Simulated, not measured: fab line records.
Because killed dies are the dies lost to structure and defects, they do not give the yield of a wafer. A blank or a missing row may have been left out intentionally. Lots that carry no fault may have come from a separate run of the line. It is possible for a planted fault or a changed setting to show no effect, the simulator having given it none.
Which tool did it? :: flow sky130 :: 12 lots, 36 wafers sampled, at 4 steps of a route of 708

## WHAT EACH GAUGE READ, for each wafer
SKY_VT_ADJUST_PCH_TW_MEAS_10.
lot: L125
measured: day 11 00:03
on: filmMetro-02
VT_ADJUST_PCH_TW: 140.2 140.1 140.6

lot: L128
measured: day 12 02:30
on: filmMetro-03
VT_ADJUST_PCH_TW: 138.4 139.6 138.9

lot: L129
measured: day 12 08:37
on: filmMetro-01
VT_ADJUST_PCH_TW: 142.1 141.4 142.3

lot: L130
measured: day 12 15:17
on: filmMetro-01
VT_ADJUST_PCH_TW: 141.5 141.7 141.7

lot: L131
measured: day 12 23:40
on: filmMetro-02
VT_ADJUST_PCH_TW: 141.2 141.0 141.2

lot: L132
measured: day 13 01:10
on: filmMetro-01
VT_ADJUST_PCH_TW: 142.6 142.0 142.1

lot: L139
measured: day 15 16:13
on: filmMetro-03
VT_ADJUST_PCH_TW: 156.7 156.9 156.4

lot: L140
measured: day 15 22:44
on: filmMetro-03
VT_ADJUST_PCH_TW: 157.0 157.3 157.1

lot: L141
measured: day 15 23:04
on: filmMetro-03
VT_ADJUST_PCH_TW: 140.1 139.9 140.1

lot: L143
measured: day 16 15:22
on: filmMetro-02
VT_ADJUST_PCH_TW: 141.5 141.6 140.6

lot: L144
measured: day 17 01:46
on: filmMetro-01
VT_ADJUST_PCH_TW: 141.9 141.2 141.8

lot: L146
measured: day 17 23:25
on: filmMetro-03
VT_ADJUST_PCH_TW: 139.6 139.9 140.2

SKY_CONTACT_THK_MEAS_03.
lot: L125
measured: day 30 23:19
on: filmMetro-04
CONTACT_HDPCVD_THK (nm): 570 551 553

lot: L128
measured: day 32 07:56
on: filmMetro-01
CONTACT_HDPCVD_THK (nm): 578 568 569

lot: L129
measured: day 32 11:39
on: filmMetro-01
CONTACT_HDPCVD_THK (nm): 558 556 550

lot: L130
measured: day 32 18:20
on: filmMetro-04
CONTACT_HDPCVD_THK (nm): 568 568 573

lot: L131
measured: day 33 15:32
on: filmMetro-01
CONTACT_HDPCVD_THK (nm): 558 573 560

lot: L132
measured: day 33 14:24
on: filmMetro-04
CONTACT_HDPCVD_THK (nm): 560 574 562

lot: L139
measured: day 35 18:35
on: filmMetro-01
CONTACT_HDPCVD_THK (nm): 560 575 561

lot: L140
measured: day 36 02:56
on: filmMetro-01
CONTACT_HDPCVD_THK (nm): 563 549 561

lot: L141
measured: day 35 21:49
on: filmMetro-03
CONTACT_HDPCVD_THK (nm): 568 562 568

lot: L143
measured: day 36 18:47
on: filmMetro-04
CONTACT_HDPCVD_THK (nm): 561 565 568

lot: L144
measured: day 37 00:45
on: filmMetro-03
CONTACT_HDPCVD_THK (nm): 570 562 564

lot: L146
measured: day 37 19:57
on: filmMetro-01
CONTACT_HDPCVD_THK (nm): 574 578 560

SKY_CONTACT_CD_MEAS_14: target cd 170 nm.
lot: L125
measured: day 32 03:08
on: cdSem-01
cdNm (nm): 169.3 170.6 169.8

lot: L128
measured: day 33 11:14
on: cdSem-01
cdNm (nm): 168.8 168.3 169.4

lot: L129
measured: day 33 14:11
on: cdSem-02
cdNm (nm): 169.3 169.6 168.2

lot: L130
measured: day 33 21:29
on: cdSem-01
cdNm (nm): 171.0 173.2 173.5

lot: L131
measured: day 34 18:32
on: cdSem-02
cdNm (nm): 172.1 172.0 170.6

lot: L132
measured: day 34 17:15
on: cdSem-01
cdNm (nm): 171.3 171.6 170.1

lot: L139
measured: day 36 22:24
on: cdSem-01
cdNm (nm): 169.8 170.2 171.2

lot: L140
measured: day 37 06:01
on: cdSem-02
cdNm (nm): 168.5 169.3 169.2

lot: L141
measured: day 37 02:04
on: cdSem-02
cdNm (nm): 167.2 166.9 166.7

lot: L143
measured: day 37 21:03
on: cdSem-01
cdNm (nm): 170.0 170.9 169.3

lot: L144
measured: day 38 02:20
on: cdSem-02
cdNm (nm): 171.1 172.8 172.4

lot: L146
measured: day 38 21:57
on: cdSem-02
cdNm (nm): 171.4 171.8 170.3

## WHICH TOOL RAN EACH LOT (tool, then ch and the chambers of the sampled wafers, then the start)
lot: L125
SKY_VT_ADJUST_PCH_IMPLANT_08: implanter-02 ch 0, day 10 23:48

lot: L128
SKY_VT_ADJUST_PCH_IMPLANT_08: implanter-01 ch 0, day 12 02:15

lot: L129
SKY_VT_ADJUST_PCH_IMPLANT_08: implanter-01 ch 0, day 12 08:23

lot: L130
SKY_VT_ADJUST_PCH_IMPLANT_08: implanter-02 ch 0, day 12 15:02

lot: L131
SKY_VT_ADJUST_PCH_IMPLANT_08: implanter-02 ch 0, day 12 23:25

lot: L132
SKY_VT_ADJUST_PCH_IMPLANT_08: implanter-02 ch 0, day 13 00:56

lot: L139
SKY_VT_ADJUST_PCH_IMPLANT_08: implanter-02 ch 0, day 15 15:58

lot: L140
SKY_VT_ADJUST_PCH_IMPLANT_08: implanter-02 ch 0, day 15 22:29

lot: L141
SKY_VT_ADJUST_PCH_IMPLANT_08: implanter-01 ch 0, day 15 22:49

lot: L143
SKY_VT_ADJUST_PCH_IMPLANT_08: implanter-01 ch 0, day 16 15:07

lot: L144
SKY_VT_ADJUST_PCH_IMPLANT_08: implanter-01 ch 0, day 17 01:32

lot: L146
SKY_VT_ADJUST_PCH_IMPLANT_08: implanter-01 ch 0, day 17 23:10
- SKY_VT_ADJUST_PCH_IMPLANT_08

## AS READ BY THE TOOLS THEMSELVES (means over the sampled wafers that have a number; for cases with no such wafer, the mark the record gives instead)
SKY_VT_ADJUST_PCH_IMPLANT_08.
lot: L125
tool: implanter-02
beamEnergyKeV: 9.999
doseIonsCm2: 5e+11
faradayCurrentUA: 2.83

lot: L128
tool: implanter-01
beamEnergyKeV: 10.000
doseIonsCm2: 5e+11
faradayCurrentUA: 2.83

lot: L129
tool: implanter-01
beamEnergyKeV: 10.004
doseIonsCm2: 5e+11
faradayCurrentUA: 2.87

lot: L130
tool: implanter-02
beamEnergyKeV: 9.998
doseIonsCm2: 5e+11
faradayCurrentUA: 2.83

lot: L131
tool: implanter-02
beamEnergyKeV: 10.000
doseIonsCm2: 5e+11
faradayCurrentUA: 2.84

lot: L132
tool: implanter-02
beamEnergyKeV: 10.002
doseIonsCm2: 5e+11
faradayCurrentUA: 2.85

lot: L139
tool: implanter-02
beamEnergyKeV: 9.996
doseIonsCm2: 8e+11
faradayCurrentUA: 4.34

lot: L140
tool: implanter-02
beamEnergyKeV: 10.000
doseIonsCm2: 8e+11
faradayCurrentUA: 4.32

lot: L141
tool: implanter-01
beamEnergyKeV: 10.004
doseIonsCm2: 5e+11
faradayCurrentUA: 2.79

lot: L143
tool: implanter-01
beamEnergyKeV: 9.998
doseIonsCm2: 5e+11
faradayCurrentUA: 2.84

lot: L144
tool: implanter-01
beamEnergyKeV: 9.999
doseIonsCm2: 5e+11
faradayCurrentUA: 2.82

lot: L146
tool: implanter-01
beamEnergyKeV: 10.000
doseIonsCm2: 5e+11
faradayCurrentUA: 2.76

## THE ANSWER, worked out from the rows above alone
Rule: usual is defined by the lots themselves. Put in order of their means at a reading, lots are off if they are a third of the lots or fewer, leave a main group of 4 or more, and stand apart from it by a gap of 3 or more times the standard deviation of the main group's means; of several such gaps the widest counts. A main group is skipped when, at the precision printed for the reading in the tables above, its means are all equal. A lot without any number at a reading at which 4 lots or more have one is off too. The other lots that the step has rows for count as sound. After the gauges, taken in route order, come the tools' own readings; for these a lot's mean is taken, as printed above. At the first step where some lot is off, the reading lying furthest off is the one used; lots without a number count as furthest.
Off: at SKY_VT_ADJUST_PCH_TW_MEAS_10 (VT_ADJUST_PCH_TW), L139, L140. The main group: mean 140.9, standard deviation 1.
A tool fits if, at a process step before that reading, it ran every lot that is off, and no sound lot after the first of them. The gauges at SKY_VT_ADJUST_PCH_TW_MEAS_10 aren't tried: what is off there is off at SKY_VT_ADJUST_PCH_IMPLANT_08 too, on other tools, and a gauge's error can't cause that. One fits: implanter-02 at SKY_VT_ADJUST_PCH_IMPLANT_08. Its last sound lot is L132 (day 13 00:56), its first lot that is off L139 (day 15 15:58): a fault that began between those two fits.
The tool's own readings at SKY_VT_ADJUST_PCH_IMPLANT_08 bear it out: on the lots that are off they differ by more than 5 times the standard deviation of the sound lots' means. doseIonsCm2 reads 8e+11 there against 5e+11 on the sound lots; faradayCurrentUA reads 4.33 there against 2.83 on the sound lots.

## WHAT THE SIMULATOR HAD PUT IN
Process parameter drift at SKY_VT_ADJUST_PCH_IMPLANT_08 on implanter-02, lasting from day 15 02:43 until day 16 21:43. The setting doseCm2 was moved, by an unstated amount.
Struck lots among those shown: L139, L140. This agrees with what the rule above found.
